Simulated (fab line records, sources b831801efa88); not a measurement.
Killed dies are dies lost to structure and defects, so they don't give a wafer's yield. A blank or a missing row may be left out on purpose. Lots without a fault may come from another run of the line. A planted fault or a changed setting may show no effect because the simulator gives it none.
fab line records | flow sky130
record lots=7 wafers=18 last_day=50
route steps=708 shown NWELL@79 PWDE@84 VT_ADJUST_HVTP@85 PAD_OPEN@708
lots that met no fault: from a run of the same line without faults
start_h: hours from the record's first day to the start of the lot's first wafer shown | wait_h: hours since the lot's step before | " the same as in the row above | L1.1+2: a row that stands for several wafers | - no value, or no start given | * or withheld: withheld | < > ~ a bound
route shown NAME@n: a module of which the file shows steps, and the number in the route of the first | usual: mean/standard deviation of fault-free wafers | same: alike in all rows | chamber/n: place in a boat | sites: the reading at each site | _std_site: their standard deviation | _edge_site: outer sites' mean less inner sites' | radius_mm: how far each site lies from the wafer's centre | mask NAME#n: copy n | behind: the tool/chamber that last shaped the wafer | hold: why the lot was held/for how many hours/how that ended | device: the transistor (n, p or np) that didn't switch | end of line: the same wafers' tests at the end of the route | a step without rows: its recipe alone | killed: dies lost to structure and defects at the first sort, not the wafer's yield | map: a wafer's dies, x killed, . not, _ none there
set.NAME: the setting as run; set.NAME@STEP: as run at that earlier step | model.NAME: the simulator's own value behind a step, which no gauge read
lots at some steps of the route; a table a step, a row a wafer
## steps
# step SKY_NWELL_TW_MEAS_26
# usual NWELL_2_TW=497.4/2.6
# columns lot.wafer tool chamber start_h wait_h NWELL_2_TW
L478.3 film_metro-03 - 128.89 0.1 495.0
L478.4 " - " " 496.1
L478.6 " - " " 497.4
L481.2 film_metro-01 - 145.58 0.1 501.7
L481.3 " - " " 498.5
L481.4 " - " " 500.2
L485.1 film_metro-02 - 176.49 0.1 504.6
L485.6 " - " " 500.4
L489.3 film_metro-02 - 196.36 0.1 499.0
L489.4 " - " " 499.7
L490.3 film_metro-02 - 207.06 0.1 499.3
L490.6 " - " " 498.1
L492.3 film_metro-01 - 213.82 0.1 499.1
L492.4 " - " " 498.0
L492.5 " - " " 499.1
L497.2 film_metro-03 - 248.10 0.1 500.5
L497.3 " - " " 496.4
L497.6 " - " " 494.7
# step SKY_NWELL_CLEAN_27
# recipe chemistry=SC1/SC2 mix=1:4:20 temp_c=70 time_s=150 dry=n2_spin
# step SKY_NWELL_RTA_28
# recipe temp_c=1050 time_s=30 idle_temp_c=650 ramp_up_c_per_s=150 ramp_down_c_per_s=90 ambient=N2
# usual lamp_power_pct=25.31/0.052 ramp_down_c_per_s=89.998/0.016 wafer_temp_C_max=1055.0/0.99
# columns lot.wafer tool chamber start_h wait_h lamp_power_pct ramp_down_c_per_s wafer_temp_C_max
L478.3 rtp_anneal-02 0 129.02 0.0 25.27 89.980 1056.8
L478.4 " 0 " " 25.26 90.010 1055.6
L478.6 " 0 " " 25.26 90.002 1054.2
L481.2 rtp_anneal-02 0 145.70 0.0 25.28 90.014 1056.2
L481.3 " 0 " " 25.31 89.991 1054.6
L481.4 " 0 " " 25.28 90.000 1055.0
L485.1 rtp_anneal-02 0 176.60 0.0 25.37 89.980 1056.0
L485.6 " 0 " " 25.30 89.998 1057.0
L489.3 rtp_anneal-02 0 196.49 0.0 25.33 90.003 1054.2
L489.4 " 0 " " 25.30 89.997 1055.9
L490.3 rtp_anneal-02 0 207.19 0.0 25.29 90.005 1055.1
L490.6 " 0 " " 25.34 90.011 1054.6
L492.3 rtp_anneal-02 0 213.94 0.0 25.27 89.994 1055.6
L492.4 " 0 " " 25.42 90.005 1054.1
L492.5 " 0 " " 25.30 90.000 1055.9
L497.2 rtp_anneal-02 0 248.22 0.0 25.17 89.992 1056.8
L497.3 " 0 " " 25.30 90.031 1055.9
L497.6 " 0 " " 25.33 89.998 1054.3
# step SKY_NWELL_RS_MEAS_29
# recipe thk_meas_gauge=four-point-probe
# usual NWELL_RS=624.0/1.7
# columns lot.wafer tool chamber start_h wait_h NWELL_RS[ohm/sq]
L478.3 film_metro-01 - 129.13 0.1 623.8
L478.4 " - " " 623.0
L478.6 " - " " 623.2
L481.2 film_metro-02 - 145.80 0.1 625.1
L481.3 " - " " 625.0
L481.4 " - " " 625.4
L485.1 film_metro-01 - 176.80 0.2 622.9
L485.6 " - " " 620.5
L489.3 film_metro-03 - 196.60 0.1 623.6
L489.4 " - " " 625.7
L490.3 film_metro-03 - 207.29 0.1 625.5
L490.6 " - " " 625.3
L492.3 film_metro-03 - 214.05 0.1 624.0
L492.4 " - " " 623.8
L492.5 " - " " 623.7
L497.2 film_metro-02 - 248.32 0.1 622.2
L497.3 " - " " 624.3
L497.6 " - " " 625.8
# step SKY_NWELL_RS_MEAS_31
# recipe thk_meas_gauge=four-point-probe
# usual PWDE_RS=5269/21
# columns lot.wafer tool chamber start_h wait_h PWDE_RS[ohm/sq]
L478.3 film_metro-01 - 129.37 0.1 5266
L478.4 " - " " 5244
L478.6 " - " " 5241
L481.2 film_metro-02 - 146.04 0.1 5273
L481.3 " - " " 5266
L481.4 " - " " 5280
L485.1 film_metro-01 - 177.04 0.1 5267
L485.6 " - " " 5278
L489.3 film_metro-03 - 196.84 0.1 5272
L489.4 " - " " 5303
L490.3 film_metro-03 - 207.53 0.1 5275
L490.6 " - " " 5296
L492.3 film_metro-03 - 214.29 0.1 5257
L492.4 " - " " 5259
L492.5 " - " " 5267
L497.2 film_metro-02 - 248.56 0.1 5288
L497.3 " - " " 5262
L497.6 " - " " 5285
# step SKY_VT_ADJUST_HVTP_DEHYDRATE_00
# recipe temp_c=200 time_s=60
# step SKY_VT_ADJUST_HVTP_HMDS_01
# recipe prime_time_s=60 prime_temp_c=120
# step SKY_VT_ADJUST_HVTP_COAT_02
# recipe resist=NOVOLAK spin_rpm=3000 resist_thk_nm=1140
# step SKY_VT_ADJUST_HVTP_SOFTBAKE_03
# recipe temp_c=90 time_s=60 resist=NOVOLAK
# step SKY_VT_ADJUST_HVTP_EXPOSE_04
# recipe mask_id=HVTPM na=0.6 source_shape=conventional sigma_outer=0.6 polarization=unpolarized target_cd_nm=380 dose_mj=140
# step SKY_VT_ADJUST_HVTP_PEB_05
# recipe temp_c=withheld time_s=* resist=NOVOLAK
# step SKY_VT_ADJUST_HVTP_DEVELOP_06
# recipe resist=NOVOLAK developer=TMAH develop_time_s=60 dev_temp_c=23
# usual developer_temp_C=22.99/0.11 resist_line_temp_C=22.99/0.091
# columns lot.wafer tool chamber start_h wait_h developer_temp_C resist_line_temp_C
L478.3 litho_track-01 0 148.16 0.1 23.23 23.02
L478.4 " 0 " " 23.17 22.87
L478.6 " 0 " " 23.04 22.83
L481.2 litho_track-04 0 164.51 0.1 23.03 23.02
L481.3 " 0 " " 22.90 23.14
L481.4 " 0 " " 22.87 23.06
L485.1 litho_track-01 0 197.81 0.1 23.08 23.05
L485.6 " 0 " " 23.11 22.98
L489.3 litho_track-01 0 218.06 0.1 22.91 23.04
L489.4 " 0 " " 22.95 22.96
L490.3 litho_track-01 0 228.86 0.1 23.08 22.92
L490.6 " 0 " " 23.03 22.98
L492.3 litho_track-02 0 236.27 0.1 22.98 22.97
L492.4 " 0 " " 22.98 22.90
L492.5 " 0 " " 22.90 22.98
L497.2 litho_track-04 0 272.11 0.1 22.98 22.77
L497.3 " 0 " " 22.91 22.97
L497.6 " 0 " " 23.04 22.92
# step SKY_VT_ADJUST_HVTP_CD_MEAS_07
# recipe target_cd_nm=380
# usual cd_nm=379.9/2.8
# columns lot.wafer tool chamber start_h wait_h cd_nm
L478.3 cd_sem-02 - 148.30 0.1 376.3
L478.4 " - " " 378.6
L478.6 " - " " 379.2
L481.2 cd_sem-02 - 164.65 0.1 382.3
L481.3 " - " " 382.6
L481.4 " - " " 380.9
L485.1 cd_sem-01 - 197.96 0.1 376.4
L485.6 " - " " 359.1
L489.3 cd_sem-02 - 218.20 0.1 382.1
L489.4 " - " " 368.0
L490.3 cd_sem-01 - 229.00 0.1 383.0
L490.6 " - " " 366.7
L492.3 cd_sem-02 - 236.41 0.1 384.7
L492.4 " - " " 384.1
L492.5 " - " " 382.8
L497.2 cd_sem-02 - 272.25 0.1 378.4
L497.3 " - " " 378.9
L497.6 " - " " 379.3
# step SKY_VT_ADJUST_HVTP_OVL_MEAS_08
# usual VT_ADJUST_HVTP_OVL=-0.8/1.5
# columns lot.wafer tool chamber start_h wait_h VT_ADJUST_HVTP_OVL[nm]
L478.3 overlay-02 - 148.39 0.1 1.4
L478.4 " - " " -0.5
L478.6 " - " " 0.3
L481.2 overlay-02 - 164.76 0.1 1.0
L481.3 " - " " 0.9
L481.4 " - " " -0.3
L485.1 overlay-02 - 198.08 0.1 -0.6
L485.6 " - " " -1.4
L489.3 overlay-02 - 218.29 0.1 -0.2
L489.4 " - " " -1.5
L490.3 overlay-02 - 229.09 0.1 0.0
L490.6 " - " " 0.1
L492.3 overlay-01 - 236.50 0.1 0.0
L492.4 " - " " 0.9
L492.5 " - " " 0.8
L497.2 overlay-01 - 272.36 0.1 -2.6
L497.3 " - " " -2.6
L497.6 " - " " -1.8
# step SKY_PAD_OPEN_PROBE_99
# usual killed_at_M0_to_M3=44/6.5 killed_at_M4_up=3.3/1.7 killed_at_contacts=25/5.3 killed_at_front_end=15/5 killed_at_other=0.2/0.47 killed_dies=87/9.9 killed_open=47/8 killed_short=39/6.1
# same gross_dies=492 killed_at_back_side=0
# columns lot.wafer tool chamber start_h wait_h killed_at_M0_to_M3 killed_at_M4_up killed_at_contacts killed_at_front_end killed_at_other killed_dies killed_open killed_short
L481.3 prober-02 - 1116.51 0.2 52 6 37 18 0 113 73 40
L481.4 prober-02 - 1116.56 0.2 57 5 32 18 0 112 51 61
L485.1 prober-02 - 1147.82 0.1 60 4 25 15 0 104 54 50
L485.6 prober-02 - 1148.07 0.2 41 2 18 11 0 72 40 32
L489.3 prober-02 - 1165.04 0.2 41 5 31 18 0 95 61 34
L489.4 prober-02 - 1165.09 0.2 48 3 26 17 0 94 50 44
L492.3 prober-01 - 1176.28 0.2 40 3 30 14 0 87 51 36
L492.4 prober-01 - 1176.33 0.2 41 1 37 7 1 87 57 30
L492.5 prober-01 - 1176.38 0.2 38 6 15 13 0 72 38 34
L497.2 prober-02 - 1200.44 0.1 40 4 25 11 0 80 43 37
L497.3 prober-02 - 1200.49 0.2 49 4 28 25 0 106 54 52
L497.6 prober-02 - 1200.64 0.2 43 4 19 7 0 73 44 29
# killed by level:class
L481.3 CONTACT:geometric_particle:open=16 VIA1:geometric_particle:open=12 LI_CONTACT:geometric_particle:open=11 VIA3:geometric_particle:open=9 VIA1:geometric_particle:short=8 METAL1:geometric_particle:short=8 CONTACT:geometric_particle:short=5 VIA2:geometric_particle:open=5
L481.4 CONTACT:geometric_particle:open=10 CONTACT:geometric_particle:short=9 VIA1:geometric_particle:short=9 VIA1:geometric_particle:open=8 VIA3:geometric_particle:short=8 LI_CONTACT:geometric_particle:open=7 VIA2:geometric_particle:open=7 FIELD_ISO:geometric_particle:open=6
L485.1 LI_CONTACT:geometric_particle:open=10 VIA3:geometric_particle:open=9 METAL2:geometric_particle:short=7 CONTACT:geometric_particle:open=7 VIA1:geometric_particle:open=7 VIA2:geometric_particle:short=6 METAL1:geometric_particle:short=5 VIA1:geometric_particle:short=5
L485.6 CONTACT:geometric_particle:open=8 VIA1:geometric_particle:open=8 VIA2:geometric_particle:open=6 CONTACT:geometric_particle:short=5 METAL2:geometric_particle:short=5 VIA3:geometric_particle:open=5 POLY_GATE:geometric_particle:short=4 FIELD_ISO:geometric_particle:open=3
L489.3 VIA1:geometric_particle:open=15 CONTACT:geometric_particle:open=10 LI_CONTACT:geometric_particle:open=8 CONTACT:geometric_particle:short=8 FIELD_ISO:geometric_particle:open=6 VIA2:geometric_particle:open=6 FIELD_ISO:geometric_particle:short=4 METAL1:geometric_particle:short=4
L489.4 VIA1:geometric_particle:open=10 VIA3:geometric_particle:open=9 METAL2:geometric_particle:short=7 LI_CONTACT:geometric_particle:open=7 CONTACT:geometric_particle:open=7 FIELD_ISO:geometric_particle:short=6 FIELD_ISO:geometric_particle:open=6 CONTACT:geometric_particle:short=6
L492.3 VIA1:geometric_particle:open=12 CONTACT:geometric_particle:open=10 CONTACT:geometric_particle:short=9 VIA2:geometric_particle:open=7 LI_CONTACT:geometric_particle:open=5 VIA1:geometric_particle:short=5 VIA3:geometric_particle:open=5 LOCAL_INTERCONNECT:geometric_particle:short=4
L492.4 CONTACT:geometric_particle:open=16 VIA1:geometric_particle:open=15 CONTACT:geometric_particle:short=8 LI_CONTACT:geometric_particle:open=7 VIA3:geometric_particle:open=7 METAL1:geometric_particle:short=4 VIA1:geometric_particle:short=4 VIA2:geometric_particle:open=3
L492.5 VIA1:geometric_particle:open=10 FIELD_ISO:geometric_particle:open=6 CONTACT:geometric_particle:open=6 VIA3:geometric_particle:open=6 METAL4:geometric_particle:short=6 FIELD_ISO:geometric_particle:short=5 VIA1:geometric_particle:short=5 METAL2:geometric_particle:short=5
L497.2 VIA1:geometric_particle:open=10 CONTACT:geometric_particle:open=8 LI_CONTACT:geometric_particle:open=6 LOCAL_INTERCONNECT:geometric_particle:short=5 METAL1:geometric_particle:short=4 VIA1:geometric_particle:short=4 VIA2:geometric_particle:open=4 VIA3:geometric_particle:open=4
L497.3 CONTACT:geometric_particle:open=12 VIA1:geometric_particle:open=11 FIELD_ISO:geometric_particle:open=7 POLY_GATE:geometric_particle:short=7 VIA2:geometric_particle:short=6 FIELD_ISO:geometric_particle:short=5 POLY_GATE:geometric_particle:open=5 LOCAL_INTERCONNECT:geometric_particle:short=5
L497.6 VIA1:geometric_particle:open=14 CONTACT:geometric_particle:open=8 CONTACT:geometric_particle:short=5 VIA2:geometric_particle:open=5 VIA1:geometric_particle:short=4 METAL2:geometric_particle:short=4 FIELD_ISO:geometric_particle:open=3 METAL1:geometric_particle:short=3
## key
first_sign step=SKY_VT_ADJUST_HVTP_CD_MEAS_07 reading=cd_nm direction=down sigmas=5.4 usual=379.9 struck=364.6
effect none on later readings
met_at SKY_VT_ADJUST_HVTP_DEVELOP_06
struck_wafers L485.6,L489.4,L490.6
tester_left_out L485,L489,L490
onset_between 148.16 197.81
fault kind=process_parameter_drift tool=litho_track-01 chamber=- onset_h=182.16 steps=SKY_VT_ADJUST_HVTP_DEVELOP_06 channel=develop_time_s offset=* shape=step end_h=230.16 scope=struck_wafers_only acts_in=* stated=*
# tester_left_out: of these lots the tester's yield and bins aren't shown, on N5 and GAA mostly nor the transistor test; their killed dies are dies lost to structure and defects alone, not to doping, threshold or leakage, so they don't give the yield
